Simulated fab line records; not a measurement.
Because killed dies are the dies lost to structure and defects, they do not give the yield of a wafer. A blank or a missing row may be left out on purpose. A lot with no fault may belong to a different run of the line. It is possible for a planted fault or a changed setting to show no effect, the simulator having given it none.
Which tool did it? || flow sky130 || Sampling: 9 lots, 27 wafers, 6 of 708 route steps

## WHAT EACH GAUGE READ, for each wafer
SKY_METAL5_RS_MEAS_05: measurement is done with a four-point probe.
{"lot": "L595", "measured": "day 42 20:38", "on": "film metro-03", "METAL5_ALCU_RS (ohm/sq)": "0.0277 0.0271 0.0277"}
{"lot": "L597", "measured": "day 43 05:56", "on": "film metro-04", "METAL5_ALCU_RS (ohm/sq)": "0.0265 0.0265 0.0268"}
{"lot": "L599", "measured": "day 44 02:19", "on": "film metro-03", "METAL5_ALCU_RS (ohm/sq)": "0.0273 0.0274 0.0273"}
{"lot": "L600", "measured": "day 44 05:57", "on": "film metro-04", "METAL5_ALCU_RS (ohm/sq)": "0.0274 0.0271 0.0273"}
{"lot": "L602", "measured": "day 44 19:54", "on": "film metro-02", "METAL5_ALCU_RS (ohm/sq)": "0.0272 0.0273 0.0274"}
{"lot": "L613", "measured": "day 47 14:01", "on": "film metro-02", "METAL5_ALCU_RS (ohm/sq)": "0.0262 0.0261 0.0263"}
{"lot": "L612", "measured": "day 47 17:53", "on": "film metro-03", "METAL5_ALCU_RS (ohm/sq)": "0.0268 0.0269 0.0324"}
{"lot": "L614", "measured": "day 47 22:30", "on": "film metro-03", "METAL5_ALCU_RS (ohm/sq)": "0.0272 0.0272 0.0275"}
{"lot": "L615", "measured": "day 47 23:53", "on": "film metro-02", "METAL5_ALCU_RS (ohm/sq)": "0.0271 0.0270 0.0268"}

SKY_METAL5_THK_MEAS_06: measures by xrf.
{"lot": "L595", "measured": "day 42 20:44", "on": "film metro-03", "METAL5_ALCU_THK (nm)": "1130 1162 1134"}
{"lot": "L597", "measured": "day 43 06:02", "on": "film metro-04", "METAL5_ALCU_THK (nm)": "1182 1178 1163"}
{"lot": "L599", "measured": "day 44 02:25", "on": "film metro-03", "METAL5_ALCU_THK (nm)": "1152 1148 1150"}
{"lot": "L600", "measured": "day 44 06:04", "on": "film metro-04", "METAL5_ALCU_THK (nm)": "1149 1159 1143"}
{"lot": "L602", "measured": "day 44 20:01", "on": "film metro-02", "METAL5_ALCU_THK (nm)": "1140 1140 1148"}
{"lot": "L613", "measured": "day 47 14:07", "on": "film metro-02", "METAL5_ALCU_THK (nm)": "1177 1186 1180"}
{"lot": "L612", "measured": "day 47 17:58", "on": "film metro-03", "METAL5_ALCU_THK (nm)": "1175 1168 1003"}
{"lot": "L614", "measured": "day 47 22:37", "on": "film metro-03", "METAL5_ALCU_THK (nm)": "1142 1151 1135"}
{"lot": "L615", "measured": "day 48 00:00", "on": "film metro-02", "METAL5_ALCU_THK (nm)": "1149 1149 1160"}

## EACH LOT AND THE TOOL THAT RAN IT (in order: tool; ch and the chambers of the sampled wafers; start)
{"lot": "L595", "SKY_METAL4_ETCH_17": "rie diel-04 ch 1,2, day 41 18:28", "SKY_VIA4_CMP_02": "cmp-02 ch 0,1,2, day 41 19:42", "SKY_METAL5_SPUTTER_02": "pvd sputter-02, day 42 20:29", "SKY_METAL5_SPUTTER_04": "pvd sputter-02, day 42 20:33"}
{"lot": "L597", "SKY_METAL4_ETCH_17": "rie diel-02 ch 0,2,3, day 42 03:41", "SKY_VIA4_CMP_02": "cmp-01 ch 1,3, day 42 04:43", "SKY_METAL5_SPUTTER_02": "pvd sputter-04, day 43 05:47", "SKY_METAL5_SPUTTER_04": "pvd sputter-04, day 43 05:52"}
{"lot": "L599", "SKY_METAL4_ETCH_17": "rie diel-01 ch 0,3, day 43 00:47", "SKY_VIA4_CMP_02": "cmp-02 ch 0,1, day 43 01:52", "SKY_METAL5_SPUTTER_02": "pvd sputter-04, day 44 02:10", "SKY_METAL5_SPUTTER_04": "pvd sputter-04, day 44 02:14"}
{"lot": "L600", "SKY_METAL4_ETCH_17": "rie diel-01 ch 0,1,2, day 43 04:19", "SKY_VIA4_CMP_02": "cmp-01 ch 1,2, day 43 05:33", "SKY_METAL5_SPUTTER_02": "pvd sputter-02, day 44 05:50", "SKY_METAL5_SPUTTER_04": "pvd sputter-02, day 44 05:54"}
{"lot": "L602", "SKY_METAL4_ETCH_17": "rie diel-04 ch 0,2, day 43 18:38", "SKY_VIA4_CMP_02": "cmp-01 ch 0,1,2, day 43 19:40", "SKY_METAL5_SPUTTER_02": "pvd sputter-01, day 44 19:47", "SKY_METAL5_SPUTTER_04": "pvd sputter-01, day 44 19:51"}
{"lot": "L613", "SKY_METAL4_ETCH_17": "rie diel-02 ch 0,1,2, day 46 16:04", "SKY_VIA4_CMP_02": "cmp-02 ch 0,2,3, day 46 17:14", "SKY_METAL5_SPUTTER_02": "pvd sputter-04, day 47 13:51", "SKY_METAL5_SPUTTER_04": "pvd sputter-04, day 47 13:55"}
{"lot": "L612", "SKY_METAL4_ETCH_17": "rie diel-01 ch 0,1,2, day 46 18:29", "SKY_VIA4_CMP_02": "cmp-02 ch 0,3, day 46 19:34", "SKY_METAL5_SPUTTER_02": "pvd sputter-01, day 47 17:42", "SKY_METAL5_SPUTTER_04": "pvd sputter-01, day 47 17:46"}
{"lot": "L614", "SKY_METAL4_ETCH_17": "rie diel-01 ch 0,1,2, day 46 23:47", "SKY_VIA4_CMP_02": "cmp-02 ch 0,1,2, day 47 00:49", "SKY_METAL5_SPUTTER_02": "pvd sputter-04, day 47 22:22", "SKY_METAL5_SPUTTER_04": "pvd sputter-04, day 47 22:26"}
{"lot": "L615", "SKY_METAL4_ETCH_17": "rie diel-02 ch 0,1, day 47 01:32", "SKY_VIA4_CMP_02": "cmp-02 ch 2,3, day 47 02:35", "SKY_METAL5_SPUTTER_02": "pvd sputter-02, day 47 23:46", "SKY_METAL5_SPUTTER_04": "pvd sputter-02, day 47 23:50"}
- SKY_METAL4_ETCH_17: etches SiO2 in C4F8/O2/Ar, stops on TiN, time 3.9 s, target depth 15 nm.
- SKY_VIA4_CMP_02: polishes SiO2.
- SKY_METAL5_SPUTTER_02: material AlCu, target thk 1150 nm, time 61.2 s.
- SKY_METAL5_SPUTTER_04: material TiN, target thk 70 nm, time 58.3 s.

## WHAT THE TOOLS THEMSELVES READ (means of the sampled wafers that have a number; where no wafer has one, the mark that the record gives instead)
SKY_METAL4_ETCH_17.
{"lot": "L595", "tool": "rie diel-04", "chamber pressure mTorr (mTorr)": 39.98, "oes product au (a.u.)": 0.748, "rf fwd power W (W)": 1468}
{"lot": "L597", "tool": "rie diel-02", "chamber pressure mTorr (mTorr)": 40.02, "oes product au (a.u.)": 0.763, "rf fwd power W (W)": 1470}
{"lot": "L599", "tool": "rie diel-01", "chamber pressure mTorr (mTorr)": 39.99, "oes product au (a.u.)": 0.751, "rf fwd power W (W)": 1464}
{"lot": "L600", "tool": "rie diel-01", "chamber pressure mTorr (mTorr)": 40.01, "oes product au (a.u.)": 0.744, "rf fwd power W (W)": 1469}
{"lot": "L602", "tool": "rie diel-04", "chamber pressure mTorr (mTorr)": 40.01, "oes product au (a.u.)": 0.756, "rf fwd power W (W)": 1458}
{"lot": "L613", "tool": "rie diel-02", "chamber pressure mTorr (mTorr)": 39.99, "oes product au (a.u.)": 0.760, "rf fwd power W (W)": 1471}
{"lot": "L612", "tool": "rie diel-01", "chamber pressure mTorr (mTorr)": 39.98, "oes product au (a.u.)": 0.758, "rf fwd power W (W)": 1469}
{"lot": "L614", "tool": "rie diel-01", "chamber pressure mTorr (mTorr)": 40.02, "oes product au (a.u.)": 0.755, "rf fwd power W (W)": 1463}
{"lot": "L615", "tool": "rie diel-02", "chamber pressure mTorr (mTorr)": 40.02, "oes product au (a.u.)": 0.755, "rf fwd power W (W)": 1474}

SKY_VIA4_CMP_02.
{"lot": "L595", "tool": "cmp-02", "motor current A (A)": 12.9}
{"lot": "L597", "tool": "cmp-01", "motor current A (A)": 12.1}
{"lot": "L599", "tool": "cmp-02", "motor current A (A)": 12.2}
{"lot": "L600", "tool": "cmp-01", "motor current A (A)": 12.5}
{"lot": "L602", "tool": "cmp-01", "motor current A (A)": 12.0}
{"lot": "L613", "tool": "cmp-02", "motor current A (A)": 13.2}
{"lot": "L612", "tool": "cmp-02", "motor current A (A)": 13.4}
{"lot": "L614", "tool": "cmp-02", "motor current A (A)": 12.7}
{"lot": "L615", "tool": "cmp-02", "motor current A (A)": 12.7}

SKY_METAL5_SPUTTER_02.
{"lot": "L595", "tool": "pvd sputter-02", "throttle valve pct (%)": 30.1}
{"lot": "L597", "tool": "pvd sputter-04", "throttle valve pct (%)": 30.2}
{"lot": "L599", "tool": "pvd sputter-04", "throttle valve pct (%)": 30.3}
{"lot": "L600", "tool": "pvd sputter-02", "throttle valve pct (%)": 30.1}
{"lot": "L602", "tool": "pvd sputter-01", "throttle valve pct (%)": 30.3}
{"lot": "L613", "tool": "pvd sputter-04", "throttle valve pct (%)": 30.2}
{"lot": "L612", "tool": "pvd sputter-01", "throttle valve pct (%)": 31.1}
{"lot": "L614", "tool": "pvd sputter-04", "throttle valve pct (%)": 30.2}
{"lot": "L615", "tool": "pvd sputter-02", "throttle valve pct (%)": 29.7}

SKY_METAL5_SPUTTER_04.
{"lot": "L595", "tool": "pvd sputter-02", "throttle valve pct (%)": 30.0}
{"lot": "L597", "tool": "pvd sputter-04", "throttle valve pct (%)": 30.1}
{"lot": "L599", "tool": "pvd sputter-04", "throttle valve pct (%)": 30.2}
{"lot": "L600", "tool": "pvd sputter-02", "throttle valve pct (%)": 29.9}
{"lot": "L602", "tool": "pvd sputter-01", "throttle valve pct (%)": 30.4}
{"lot": "L613", "tool": "pvd sputter-04", "throttle valve pct (%)": 30.2}
{"lot": "L612", "tool": "pvd sputter-01", "throttle valve pct (%)": 31.2}
{"lot": "L614", "tool": "pvd sputter-04", "throttle valve pct (%)": 30.1}
{"lot": "L615", "tool": "pvd sputter-02", "throttle valve pct (%)": 29.7}

## THE ANSWER, worked out from the rows above alone
Rule: usual is defined by the lots themselves. The widest of any qualifying gaps counts: lots, ordered by their means at a reading, are off when they make up no more than a third of the lots, leave a main group of 4 or more, and stand apart from it by 3 or more times the standard deviation of that group's means. If all means in a main group match to the digits the tables above print for the reading, that group is not used. Also off: a lot with no number at a reading for which 4 or more lots have one. All remaining lots with rows at the step are treated as sound. First the gauges in route order, then the tools' own readings, where a lot's mean is used as printed above. The first step at which some lot is off is used, and at that step the reading that is off furthest; a lot without a number counts as furthest.
Off: L612, at SKY_METAL5_SPUTTER_02 (throttle valve pct). For the main group the mean is 30.1 % and the standard deviation 0.18.
A tool fits if, at that step or a process step before it, it ran every lot that is off, and no sound lot after the first of them. One fits: SKY_METAL5_SPUTTER_02 on pvd sputter-01. A fault onset in the window from L602 (day 44 19:47, its last sound lot) to L612 (day 47 17:42, its first lot off) fits.
On the lots that are off, the tool's own readings at SKY_METAL5_SPUTTER_02 differ by more than 5 times the standard deviation of the sound lots' means, which bears it out; throttle valve pct reads 31.1 % there versus 30.1 % on the sound lots.

## WHAT WAS PUT IN BY THE SIMULATOR
Site profile drift: pvd sputter-01, from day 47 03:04 on, at SKY_METAL5_SPUTTER_02. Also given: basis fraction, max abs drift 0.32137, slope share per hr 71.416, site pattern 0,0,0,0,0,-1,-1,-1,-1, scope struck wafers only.
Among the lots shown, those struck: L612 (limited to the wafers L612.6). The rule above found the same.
